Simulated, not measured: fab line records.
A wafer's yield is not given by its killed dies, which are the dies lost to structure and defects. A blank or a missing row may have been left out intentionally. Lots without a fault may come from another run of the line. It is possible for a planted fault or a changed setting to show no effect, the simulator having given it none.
Which tool is to blame?    flow sky130    24 lots, 72 wafers sampled, at 6 steps of a route of 708

## WHAT THE GAUGES READ, wafer by wafer
SKY_FIELD_ISO_BOW_MEAS_00. Usual: INCOMING_BOW typically reads 1 um, with standard deviation 6.1.
lot   measured     on             INCOMING_BOW (um)  flag
L074  day 1 10:00  film metro-02  -1 5 3             
L075  day 1 15:02  film metro-01  0 5 -3             
L076  day 1 20:00  film metro-02  -8 -11 -2          
L077  day 2 01:01  film metro-04  0 -8 7             
L078  day 2 06:02  film metro-02  4 4 4              
L079  day 2 11:01  film metro-01  5 -6 5             
L080  day 2 16:00  film metro-02  4 4 5              
L081  day 2 21:00  film metro-01  -4 5 5             
L082  day 3 02:00  film metro-01  13 9 2             
L083  day 3 07:02  film metro-02  -2 3 -7            
L084  day 3 12:00  film metro-01  13 -10 12          
L085  day 3 17:02  film metro-04  -12 3 6            
L086  day 3 22:00  film metro-01  10 8 -8            
L087  day 4 03:00  film metro-04  -1 -3 -5           
L088  day 4 08:02  film metro-04  -3 -12 -4          
L089  day 4 13:02  film metro-01  6 -3 2             
L090  day 4 18:00  film metro-02  -1 -1 3            
L091  day 4 23:00  film metro-02  4 5 -10            
L092  day 5 04:00  film metro-01  6 -12 1            
L093  day 5 09:02  film metro-01  10 -1 8            
L094  day 5 14:02  film metro-04  3 -7 -2            
L095  day 5 19:00  film metro-01  -3 -2 -7           
L096  day 6 00:00  film metro-04  0 1 13             
L097  day 6 05:00  film metro-01  0 5 8              

SKY_PWDE_OVL_MEAS_07. Usual: PWDE_OVL typically reads 0.2 nm, with standard deviation 1.4.
lot   measured     on          PWDE_OVL (nm)   flag
L074  day 3 18:35  overlay-02  1.7 0.1 1.2     
L075  day 3 23:03  overlay-01  0.1 -0.8 0.6    
L076  day 4 11:58  overlay-02  0.9 2.4 1.9     
L077  day 4 16:29  overlay-02  -0.4 0.1 0.3    
L078  day 4 22:47  overlay-02  1.1 2.3 1.3     
L079  day 5 03:09  overlay-01  -0.9 -2.2 0.2   
L080  day 5 08:37  overlay-02  3.1 1.8 0.1     
L081  day 5 11:32  overlay-02  2.2 -1.8 2.1    
L082  day 5 18:14  overlay-01  0.3 0.0 -1.5    
L083  day 5 22:51  overlay-01  -2.3 -1.7 -2.2  
L084  day 6 04:17  overlay-01  -0.2 -0.8 0.5   
L085  day 6 12:24  overlay-02  2.1 2.1 2.2     
L086  day 6 15:29  overlay-01  -0.7 -0.6 -0.2  
L087  day 6 19:29  overlay-01  1.1 -1.8 -2.8   
L088  day 7 00:36  overlay-02  1.1 0.6 1.7     
L089  day 7 08:53  overlay-01  -0.6 -1.0 1.1   
L090  day 7 17:58  overlay-02  -1.2 1.1 -0.6   
L091  day 7 20:25  overlay-01  -0.8 -0.4 -2.1  
L092  day 8 00:29  overlay-02  0.7 -0.4 -0.4   
L093  day 8 08:57  overlay-01  -1.6 1.0 0.8    
L094  day 8 13:47  overlay-02  -0.2 0.9 1.7    
L095  day 8 19:14  overlay-02  -1.0 0.1 0.3    
L096  day 8 21:38  overlay-01  -3.1 -1.2 -1.0  
L097  day 9 06:02  overlay-01  -0.3 1.5 0.5    

SKY_GATE_OXIDE_OVL_MEAS_10. Usual: GATE_OXIDE_OVL typically reads -0.7 nm, with standard deviation 1.5.
lot   measured      on          GATE_OXIDE_OVL (nm)  flag
L074  day 13 12:17  overlay-02  0.2 1.5 -1.0         
L075  day 13 22:42  overlay-02  0.9 0.1 0.4          
L076  day 14 23:24  overlay-01  -2.3 -3.8 -0.5       
L077  day 14 23:06  overlay-01  -1.1 -1.9 -1.7       
L078  day 16 07:52  overlay-02  0.4 0.3 0.6          
L079  day 16 09:38  overlay-01  -0.5 -1.7 -2.3       
L080  day 16 09:55  overlay-01  -0.7 -0.3 -0.8       
L081  day 16 10:08  overlay-01  -2.7 -1.8 -1.7       
L082  day 16 18:14  overlay-01  -3.0 -3.2 -3.3       
L083  day 16 20:45  overlay-01  -2.4 -2.0 -1.4       
L084  day 17 16:27  overlay-01  -1.2 -3.0 0.7        
L085  day 17 18:27  overlay-01  -1.2 -0.7 1.2        
L086  day 17 23:41  overlay-01  -2.9 -0.1 -0.2       
L087  day 18 05:26  overlay-01  -0.9 -1.1 -0.9       
L088  day 18 14:11  overlay-02  -0.3 -0.6 -1.1       
L089  day 18 23:34  overlay-01  -1.1 0.6 -1.3        
L090  day 19 14:13  overlay-02  0.1 -0.1 1.4         
L091  day 19 19:28  overlay-01  -2.1 -1.4 -2.1       
L092  day 20 02:21  overlay-01  1.4 1.9 1.1          
L093  day 20 14:01  overlay-02  -0.1 1.4 -1.8        
L094  day 20 19:34  overlay-02  1.6 0.0 -1.3         
L095  day 21 00:28  overlay-02  2.8 2.9 1.0          
L096  day 21 07:00  overlay-02  1.2 2.2 -1.1         
L097  day 21 15:09  overlay-02  -1.7 -0.9 -1.9       

SKY_LDD_N_TW_MEAS_17. Usual: LDD_N_TW typically reads 2561, with standard deviation 18.
lot   measured      on             LDD_N_TW        flag
L074  day 17 16:23  film metro-04  2599 2616 2586  
L075  day 17 21:44  film metro-01  2541 2553 2558  
L076  day 18 22:13  film metro-04  2574 2581 2565  
L077  day 19 01:22  film metro-01  2540 2546 2540  
L078  day 20 10:50  film metro-02  2539 2533 2551  
L079  day 20 14:26  film metro-02  2545 2544 2544  
L080  day 20 14:22  film metro-01  2557 2552 2551  
L081  day 20 15:34  film metro-04  2567 2585 2575  
L082  day 20 22:47  film metro-01  2560 2548 2561  
L083  day 21 04:05  film metro-01  2561 2544 2556  
L084  day 21 22:08  film metro-01  2555 2548 2549  
L085  day 21 23:14  film metro-01  2550 2550 2536  
L086  day 22 04:35  film metro-01  2555 2541 2550  
L087  day 22 12:31  film metro-02  2551 2544 2564  
L088  day 22 18:38  film metro-04  2595 2597 2607  
L089  day 23 02:32  film metro-02  2547 2542 2558  
L090  day 23 17:43  film metro-02  2546 2552 2552  
L091  day 24 00:55  film metro-01  2550 2555 2550  
L092  day 24 05:11  film metro-02  2575 2575 2573  
L093  day 24 16:42  film metro-02  2564 2569 2562  
L094  day 24 23:20  film metro-02  2567 2576 2564  
L095  day 25 03:25  film metro-02  2538 2533 2549  
L096  day 25 09:41  film metro-04  2586 2594 2580  
L097  day 25 19:07  film metro-04  2586 2584 2584  

SKY_CONTACT_BOW_MEAS_05. Usual: CONTACT_BOW typically reads 83 um, with standard deviation 6.6.
lot   measured      on             CONTACT_BOW (um)  flag
L074  day 30 08:31  film metro-04  86 91 88          
L075  day 30 14:46  film metro-02  79 86 79          
L076  day 31 10:13  film metro-02  73 72 81          
L077  day 31 13:34  film metro-01  81 72 86          
L078  day 32 20:37  film metro-02  86 84 85          
L079  day 33 01:14  film metro-01  84 73 86          
L080  day 32 23:55  film metro-04  87 87 90          
L081  day 33 00:10  film metro-04  77 85 84          
L082  day 33 04:37  film metro-01  98 92 88          
L083  day 33 09:35  film metro-02  83 88 78          
L084  day 34 06:00  film metro-02  92 69 91          
L085  day 34 02:29  film metro-01  68 83 88          
L086  day 34 06:46  film metro-02  91 89 72          
L087  day 34 16:05  film metro-02  79 76 73          
L088  day 34 19:19  film metro-04  84 73 81          
L089  day 35 02:44  film metro-02  85 76 82          
L090  day 35 17:18  film metro-02  84 84 87          
L091  day 35 21:43  film metro-01  89 88 74          
L092  day 36 06:17  film metro-04  85 67 80          
L093  day 36 13:54  film metro-01  91 81 88          
L094  day 36 16:55  film metro-02  86 76 80          
L095  day 36 20:55  film metro-04  82 85 80          
L096  day 37 04:48  film metro-04  83 86 98          
L097  day 37 12:24  film metro-04  86 89 93          

## EACH LOT AND THE TOOL THAT RAN IT (in order: tool; ch and the chambers of the sampled wafers; start)
lot   SKY_LI_CONTACT_CMP_02
L074  cmp-01 ch 0,2,3, day 27 21:46
L075  cmp-01 ch 0,1,2, day 28 02:19
L076  cmp-01 ch 1,3, day 29 00:34
L077  cmp-02 ch 0,1,3, day 29 03:16
L078  cmp-01 ch 0,2, day 30 10:48
L079  cmp-02 ch 0,1,3, day 30 15:34
L080  cmp-01 ch 1,2,3, day 30 14:00
L081  cmp-01 ch 2,3, day 30 14:45
L082  cmp-01 ch 0,1,3, day 30 18:49
L083  cmp-02 ch 0,3, day 31 00:49
L084  cmp-01 ch 2,3, day 31 20:12
L085  cmp-02 ch 0,2, day 31 18:18
L086  cmp-01 ch 0,1,2, day 31 22:40
L087  cmp-01 ch 0,1,2, day 32 07:31
L088  cmp-01 ch 1,2, day 32 11:28
L089  cmp-01 ch 0,1,2, day 32 18:31
L090  cmp-01 ch 0,3, day 33 08:34
L091  cmp-02 ch 0,2,3, day 33 12:51
L092  cmp-01 ch 1,2,3, day 33 20:41
L093  cmp-01 ch 0,2,3, day 34 05:09
L094  cmp-01 ch 0,1,3, day 34 09:01
L095  cmp-01 ch 0,1, day 34 13:04
L096  cmp-01 ch 1,3, day 34 20:43
L097  cmp-02 ch 0,1, day 35 03:59
- SKY_LI_CONTACT_CMP_02: polishes PSG.

## WHAT THE TOOLS THEMSELVES READ (means of the sampled wafers that have a number; where no wafer has one, the mark that the record gives instead)
SKY_LI_CONTACT_CMP_02. Usual: edge zone pressure frac 0.999, standard deviation 0.0045; motor current A 11.9 A, standard deviation 1.1; platen rpm 60.00 rpm, standard deviation 0.04; slurry filter dp kPa 13.52 kPa, standard deviation 0.14; time to endpoint s 32.3 s, standard deviation 2.7.
lot   tool    edge zone pressure frac  motor current A (A)  platen rpm (rpm)  slurry filter dp kPa (kPa)  time to endpoint s (s)  flag
L074  cmp-01  0.999                    11.8                 59.98             13.47                       36.4                    
L075  cmp-01  1.004                    12.3                 60.00             13.56                       36.4                    
L076  cmp-01  0.999                    10.6                 59.97             13.56                       31.9                    
L077  cmp-02  0.998                    12.8                 59.99             13.52                       34.1                    
L078  cmp-01  1.001                    12.5                 60.00             13.69                       32.7                    
L079  cmp-02  1.001                    12.1                 59.99             13.57                       32.5                    
L080  cmp-01  1.003                    11.6                 60.02             13.57                       33.3                    
L081  cmp-01  1.001                    10.9                 60.01             13.53                       29.1                    
L082  cmp-01  0.994                    11.5                 59.99             13.38                       33.9                    
L083  cmp-02  1.000                    13.0                 60.02             13.52                       35.2                    
L084  cmp-01  1.000                    11.8                 59.97             13.59                       30.7                    
L085  cmp-02  1.000                    12.7                 60.01             13.67                       35.6                    
L086  cmp-01  0.997                    12.1                 59.97             13.37                       31.1                    
L087  cmp-01  1.001                    12.6                 60.02             13.65                       31.0                    
L088  cmp-01  1.001                    11.7                 60.00             13.51                       30.3                    
L089  cmp-01  0.999                    12.4                 60.00             13.54                       29.5                    
L090  cmp-01  1.005                    11.0                 60.03             13.51                       28.1                    
L091  cmp-02  1.002                    12.5                 59.98             13.42                       35.3                    
L092  cmp-01  1.002                    11.3                 60.00             13.53                       32.1                    
L093  cmp-01  0.993                    12.4                 60.00             13.33                       30.1                    
L094  cmp-01  0.996                    11.1                 60.00             13.50                       32.1                    
L095  cmp-01  0.997                    12.0                 60.00             13.41                       27.0                    
L096  cmp-01  0.995                    10.8                 60.01             13.50                       33.0                    
L097  cmp-02  1.001                    13.0                 59.97             13.43                       32.1                    

## THE ANSWER, worked out from the rows above alone
Rule: a lot counts as off when the mean over its wafers that have a number is more than 3 standard deviations away from the usual mean. A lot without any number at a reading at which 4 lots or more have one is off too. All remaining lots with rows at the step are treated as sound. The gauges are gone through in route order, then the tools' own readings, and for those a lot's mean is taken as printed above. The first step at which some lot is off is used, and at that step the reading that is off furthest; a lot without a number counts as furthest.
None of the lots is off at any reading shown; this tells nothing.

## WHAT WAS PUT IN BY THE SIMULATOR
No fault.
